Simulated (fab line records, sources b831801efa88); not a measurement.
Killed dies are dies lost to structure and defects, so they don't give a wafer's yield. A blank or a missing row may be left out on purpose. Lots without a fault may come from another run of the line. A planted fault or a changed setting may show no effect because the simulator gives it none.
fab line records | flow sfq_line
record lots=13 wafers=39 last_day=92
route steps=325 shown I1@75 I2@104 M3@128
lots that met no fault: from a run of the same line without faults
start_h: hours from the record's first day to the start of the lot's first wafer shown | wait_h: hours since the lot's step before | " the same as in the row above | L1.1+2: a row that stands for several wafers | - no value, or no start given | * or withheld: withheld | < > ~ a bound
route shown NAME@n: a module of which the file shows steps, and the number in the route of the first | usual: mean/standard deviation of fault-free wafers | same: alike in all rows | chamber/n: place in a boat | sites: the reading at each site | _std_site: their standard deviation | _edge_site: outer sites' mean less inner sites' | radius_mm: how far each site lies from the wafer's centre | mask NAME#n: copy n | behind: the tool/chamber that last shaped the wafer | hold: why the lot was held/for how many hours/how that ended | device: the transistor (n, p or np) that didn't switch | end of line: the same wafers' tests at the end of the route | a step without rows: its recipe alone | killed: dies lost to structure and defects at the first sort, not the wafer's yield | map: a wafer's dies, x killed, . not, _ none there
set.NAME: the setting as run; set.NAME@STEP: as run at that earlier step | model.NAME: the simulator's own value behind a step, which no gauge read
steps of the route over a sample of lots; a table a step, a row a wafer
services: from which hour (start_h, from the record's first day; less than 0 if before it) a tool's chamber was out of use, for how many hours, and why
## steps
# step SFQ_I1_BOW_MEAS_912
# recipe mode=bow
# usual I1_BOW=2/6.6
# columns lot.wafer tool chamber start_h wait_h I1_BOW[um]
L624.4 film_metro-03 - 427.65 1.6 14
L624.5 " - " " 10
L624.6 " - " " 9
L625.1 film_metro-04 - 432.51 1.5 6
L625.2 " - " " 5
L625.5 " - " " 7
L626.1 film_metro-03 - 439.11 2.0 6
L626.3 " - " " -4
L626.4 " - " " 5
L628.1 film_metro-03 - 478.05 2.7 8
L628.4 " - " " 2
L628.5 " - " " 13
L629.2 film_metro-04 - 490.07 2.0 -2
L629.4 " - " " -2
L629.5 " - " " 3
L635.1 film_metro-03 - 538.78 2.5 -4
L635.3 " - " " 5
L635.4 " - " " 5
L640.1 film_metro-02 - 586.91 2.0 5
L640.5 " - " " 0
L640.6 " - " " -7
L641.1 film_metro-02 - 593.32 1.0 3
L641.2 " - " " -12
L641.5 " - " " -6
L643.1 film_metro-03 - 702.51 1.0 3
L643.2 " - " " 2
L643.6 " - " " 2
L644.3 film_metro-03 - 773.99 2.0 -3
L644.4 " - " " 7
L644.6 " - " " -4
L645.3 film_metro-02 - 782.99 2.0 -2
L645.5 " - " " 10
L645.6 " - " " -3
L646.1 film_metro-03 - 794.85 1.0 -9
L646.2 " - " " -14
L646.6 " - " " -6
L647.1 film_metro-03 - 813.77 2.0 -1
L647.2 " - " " -5
L647.6 " - " " 7
# step SFQ_TRILAYER_I2_CMP_CMP_064
# recipe material=SiO2 down_force_psi=3 platen_rpm=60 pad_velocity_m_s=0.94248
# usual motor_current_A=10.2/0.62 time_to_endpoint_s=207/8.2
# columns lot.wafer tool chamber start_h wait_h motor_current_A time_to_endpoint_s
L624.4 cmp-02 2 751.75 0.0 9.6 211
L624.6 " 2 753.75 2.0 9.5 218
L624.5 " 3 " " 11.4 210
L625.2 cmp-02 3 755.35 0.0 10.6 203
L625.1 " 1 756.35 1.0 9.6 200
L625.5 " 0 757.85 2.5 11.0 210
L626.4 cmp-02 2 758.95 0.0 9.7 212
L626.1 " 3 " " 10.5 214
L626.3 " 0 " " 10.4 210
L628.4 cmp-02 2 796.36 6.2 10.1 206
L628.1 " 0 797.36 7.2 10.1 206
L628.5 " 2 798.36 8.2 9.7 208
L629.2 cmp-01 3 805.27 4.2 9.6 205
L629.4 " 1 806.27 5.2 9.6 216
L629.5 " 2 " " 10.9 218
L635.4 cmp-02 2 867.64 11.1 9.8 205
L635.3 " 3 " " 10.5 201
L635.1 " 0 " " 10.3 223
L640.1 cmp-02 2 922.11 19.9 9.7 204
L640.6 " 2 924.11 21.9 10.0 208
L640.5 " 3 " " 10.4 209
L641.2 cmp-02 1 931.11 19.3 9.7 189
L641.1 " 2 " " 9.9 196
L641.5 " 2 933.61 21.8 9.8 197
L643.2 cmp-02 3 1006.80 1.0 11.2 200
L643.1 " 0 " " 10.7 191
L643.6 " 1 " " 9.5 202
L644.4 cmp-01 0 1073.62 0.5 10.1 203
L644.3 " 2 1074.62 1.5 11.6 204
L644.6 " 0 1075.62 2.5 9.6 207
L645.3 cmp-02 1 1081.32 1.0 9.8 209
L645.6 " 3 1082.32 2.0 10.8 212
L645.5 " 0 " " 10.0 207
L646.2 cmp-02 0 1091.36 1.5 10.5 217
L646.1 " 3 1092.86 3.0 11.6 222
L646.6 " 0 " " 10.6 226
L647.1 cmp-01 3 1110.32 0.0 10.0 206
L647.2 " 2 1111.82 1.5 11.7 225
L647.6 " 3 " " 10.0 214
# step SFQ_TRILAYER_I2_METRO_MEASURE_065
# usual thk_nm=199.3/1.2
# columns lot.wafer tool chamber start_h wait_h thk_nm
L624.4 film_metro-04 - 755.47 0.6 199.5
L624.5 " - " " 199.7
L624.6 " - " " 197.4
L625.1 film_metro-04 - 758.47 0.1 198.6
L625.2 " - " " 199.6
L625.5 " - " " 200.4
L626.1 film_metro-01 - 762.07 0.1 199.9
L626.3 " - " " 198.4
L626.4 " - " " 198.9
L628.1 film_metro-02 - 798.98 0.1 198.9
L628.4 " - " " 198.0
L628.5 " - " " 197.5
L629.2 film_metro-04 - 808.09 0.3 200.3
L629.4 " - " " 199.8
L629.5 " - " " 200.7
L635.1 film_metro-01 - 870.76 0.1 178.3
L635.3 " - " " 200.7
L635.4 " - " " 200.4
L640.1 film_metro-04 - 925.23 0.1 198.4
L640.5 " - " " 200.2
L640.6 " - " " 198.4
L641.1 film_metro-04 - 934.23 0.1 198.7
L641.2 " - " " 197.4
L641.5 " - " " 199.1
L643.1 film_metro-02 - 1008.92 0.1 198.9
L643.2 " - " " 197.5
L643.6 " - " " 198.3
L644.3 film_metro-02 - 1076.64 0.5 201.7
L644.4 " - " " 199.8
L644.6 " - " " 201.0
L645.3 film_metro-01 - 1083.84 0.5 199.6
L645.5 " - " " 200.3
L645.6 " - " " 200.6
L646.1 film_metro-01 - 1094.48 0.1 200.2
L646.2 " - " " 200.6
L646.6 " - " " 200.7
L647.1 film_metro-02 - 1113.44 0.1 198.3
L647.2 " - " " 200.8
L647.6 " - " " 199.6
# step SFQ_TRILAYER_I2_VIA_ETCH_VIA_ETCH_070
# recipe target=SiO2 stop_on=Nb mask_material=PR taper_deg=20 chemistry=CHF3 target_depth_nm=260 source_w=500 bias_w=80 pressure_mtorr=30 time_s=withheld
# usual drypump_motor_current_A=5.5/0.34 oes_product_au=0.853/0.0056
# columns lot.wafer tool chamber start_h wait_h drypump_motor_current_A oes_product_au
L624.4 rie_diel-02 3 918.03 0.0 6.2 0.856
L624.5 " 0 " " 5.8 0.854
L624.6 " 3 " " 6.2 0.845
L625.1 rie_diel-04 2 921.63 0.0 5.4 0.850
L625.2 " 3 " " 5.6 0.860
L625.5 " 3 " " 5.6 0.858
L626.1 rie_diel-03 0 924.03 0.0 5.3 0.854
L626.3 " 2 " " 5.1 0.852
L626.4 " 1 " " 4.8 0.846
L628.1 rie_diel-03 3 949.23 0.0 5.5 0.852
L628.4 " 1 " " 4.8 0.846
L628.5 " 2 " " 5.1 0.854
L629.2 rie_diel-03 2 955.23 0.0 5.1 0.857
L629.4 " 0 " " 5.3 0.850
L629.5 " 0 " " 5.3 0.859
L635.1 rie_diel-03 1 1012.00 0.0 4.8 0.798
L635.3 " 2 " " 5.1 0.856
L635.4 " 3 " " 5.6 0.847
L640.1 rie_diel-02 1 1063.60 0.0 5.3 0.852
L640.5 " 1 " " 5.3 0.866
L640.6 " 3 " " 6.2 0.847
L641.1 rie_diel-03 1 1064.93 0.0 4.8 0.848
L641.2 " 2 " " 5.1 0.850
L641.5 " 0 " " 5.3 0.860
L643.1 rie_diel-04 0 1067.33 0.0 5.8 0.848
L643.2 " 2 " " 5.4 0.844
L643.6 " 0 " " 5.8 0.851
L644.3 rie_diel-04 1 1220.18 0.0 5.2 0.857
L644.4 " 3 " " 5.6 0.852
L644.6 " 0 " " 5.8 0.858
L645.3 rie_diel-04 1 1227.38 0.0 5.2 0.859
L645.5 " 2 " " 5.4 0.857
L645.6 " 1 " " 5.2 0.856
L646.1 rie_diel-04 2 1235.78 0.0 5.4 0.857
L646.2 " 0 " " 5.9 0.863
L646.6 " 0 " " 5.8 0.858
L647.1 rie_diel-04 3 1253.00 0.0 5.6 0.840
L647.2 " 2 " " 5.4 0.857
L647.6 " 0 " " 5.9 0.854
# step SFQ_TRILAYER_I2_VIA_STRIP_STRIP_071
# recipe gas=O2 power_w=200 platen_temp_c=40 overash_fraction=0.65 chemistry=O2 pressure_mtorr=50
# usual drypump_motor_current_A=5.7/0.39 oes_product_au=0.994/0.0083
# columns lot.wafer tool chamber start_h wait_h drypump_motor_current_A oes_product_au rf_hours_counter_h
L624.4 rie_metal-02 1 918.34 - 6.3 1.005 -
L624.5 " 1 " " 6.3 1.005 -
L624.6 " 0 " " 5.5 0.988 -
L625.1 rie_metal-04 1 921.74 - 5.5 0.998 2
L625.2 " 0 " " 5.4 1.002 42
L625.5 " 1 " " 5.5 0.984 -
L626.1 rie_metal-01 0 924.14 - 5.3 1.000 84
L626.3 " 0 " " 5.3 0.997 -
L626.4 " 1 " " 6.0 0.990 -
L628.1 rie_metal-02 1 949.34 - 6.3 1.000 51
L628.4 " 1 " " 6.3 1.001 -
L628.5 " 0 " " 5.5 0.993 -
L629.2 rie_metal-02 1 955.34 - 6.3 0.995 52
L629.4 " 1 " " 6.3 0.992 -
L629.5 " 0 " " 5.5 0.988 -
L635.1 rie_metal-02 0 1012.11 - 5.5 0.990 35
L635.3 " 0 " " 5.5 0.983 -
L635.4 " 1 " " 6.3 0.992 -
L640.1 rie_metal-02 1 1063.71 - 6.3 1.003 63
L640.5 " 1 " " 6.3 1.001 -
L640.6 " 0 " " 5.5 0.986 -
L641.1 rie_metal-01 0 1065.04 - 5.3 0.977 100
L641.2 " 1 " " 6.0 0.988 107
L641.5 " 1 " " 6.0 0.992 -
L643.1 rie_metal-01 1 1067.44 - 6.0 0.990 108
L643.2 " 0 " " 5.3 0.988 101
L643.6 " 1 " " 6.0 0.994 -
L644.3 rie_metal-02 1 1220.49 - 6.3 0.993 -
L644.4 " 0 " " 5.5 0.993 -
L644.6 " 0 " " 5.5 0.998 -
L645.3 rie_metal-04 0 1227.69 - 5.4 0.996 -
L645.5 " 0 " " 5.4 0.994 -
L645.6 " 1 " " 5.4 0.984 -
L646.1 rie_metal-02 1 1235.89 - 6.3 1.016 83
L646.2 " 0 " " 5.5 0.996 63
L646.6 " 0 " " 5.5 1.003 -
L647.1 rie_metal-02 0 1253.11 - 5.6 0.990 66
L647.2 " 1 " " 6.3 1.010 86
L647.6 " 0 " " 5.5 0.986 -
# step SFQ_M3_OVL_MEAS_921
# usual M3_OVL=-3/5.4
# columns lot.wafer tool chamber start_h wait_h M3_OVL[nm]
L624.4 overlay-02 - 1053.94 0.1 3
L624.5 " - " " -4
L624.6 " - " " 3
L625.1 overlay-01 - 1057.52 0.1 -5
L625.2 " - " " -6
L625.5 " - " " 3
L626.1 overlay-01 - 1062.32 0.1 1
L626.3 " - " " 7
L626.4 " - " " -3
L628.1 overlay-01 - 1091.25 0.1 -10
L628.4 " - " " 2
L628.5 " - " " -9
L629.2 overlay-02 - 1099.66 0.1 8
L629.4 " - " " 5
L629.5 " - " " 7
L635.1 overlay-01 - 1154.97 0.1 3
L635.3 " - " " 2
L635.4 " - " " -2
L640.1 overlay-01 - 1203.30 0.1 -9
L640.5 " - " " -4
L640.6 " - " " -4
L641.1 overlay-01 - 1205.70 0.1 -7
L641.2 " - " " -2
L641.5 " - " " 1
L643.1 overlay-01 - 1210.50 0.1 -9
L643.2 " - " " -4
L643.6 " - " " -4
L644.3 overlay-02 - 1223.76 0.1 -3
L644.4 " - " " 2
L644.6 " - " " -5
L645.3 overlay-01 - 1230.83 0.1 6
L645.5 " - " " -2
L645.6 " - " " -1
L646.1 overlay-01 - 1239.39 0.1 -7
L646.2 " - " " -9
L646.6 " - " " -3
L647.1 overlay-02 - 1259.93 0.1 -11
L647.2 " - " " -12
L647.6 " - " " -8
## services
# columns tool chamber start_h hours kind
rie_diel-04 0 735.01 15.6 repair
rie_diel-04 1 736.22 6.3 repair
cmp-02 - 747.36 4.0 pm
rie_metal-02 - 783.36 0.5 repair
rie_diel-04 1 800.35 4.6 repair
cmp-02 - 821.47 4.2 repair
cmp-02 - 873.64 4.9 pm
rie_diel-04 - 902.56 0.2 repair
rie_diel-04 0 910.24 3.3 repair
rie_diel-04 3 917.57 4.0 repair
rie_diel-04 1 934.97 8.4 repair
cmp-02 - 948.64 0.5 repair
rie_diel-04 1 969.27 14.8 repair
rie_metal-02 0 978.11 22.8 repair
rie_metal-02 - 1036.35 2.0 repair
cmp-02 - 1070.00 4.7 pm
cmp-02 - 1087.36 4.0 pm
rie_diel-04 - 1124.00 2.8 pm
rie_diel-04 2 1139.32 2.0 repair
rie_metal-02 1 1188.84 15.4 repair
rie_diel-04 1 1235.23 6.2 repair
cmp-02 - 1242.78 5.8 pm
rie_diel-04 1 1246.28 7.5 repair
cmp-02 - 1250.70 1.0 repair
## key
first_sign step=SFQ_TRILAYER_I2_METRO_MEASURE_065 reading=thk_nm direction=down sigmas=18 usual=199.3 struck=178.3
effect step=SFQ_TRILAYER_I2_VIA_ETCH_VIA_ETCH_070 reading=oes_product_au direction=down sigmas=9.9 usual=0.853 struck=0.798
met_at SFQ_TRILAYER_I2_CMP_CMP_064
struck_lots L635
struck_wafers L635.1
not_acting_at SFQ_I1_BOW_MEAS_912,SFQ_TRILAYER_I2_VIA_STRIP_STRIP_071,SFQ_M3_OVL_MEAS_921
onset_between 796.36 867.64
fault kind=process_parameter_drift tool=cmp-02 chamber=0 onset_h=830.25 steps=SFQ_TRILAYER_I2_CMP_CMP_064 channel=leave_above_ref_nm offset=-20 shape=step end_h=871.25 acts_in=these_recipes_only stated=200
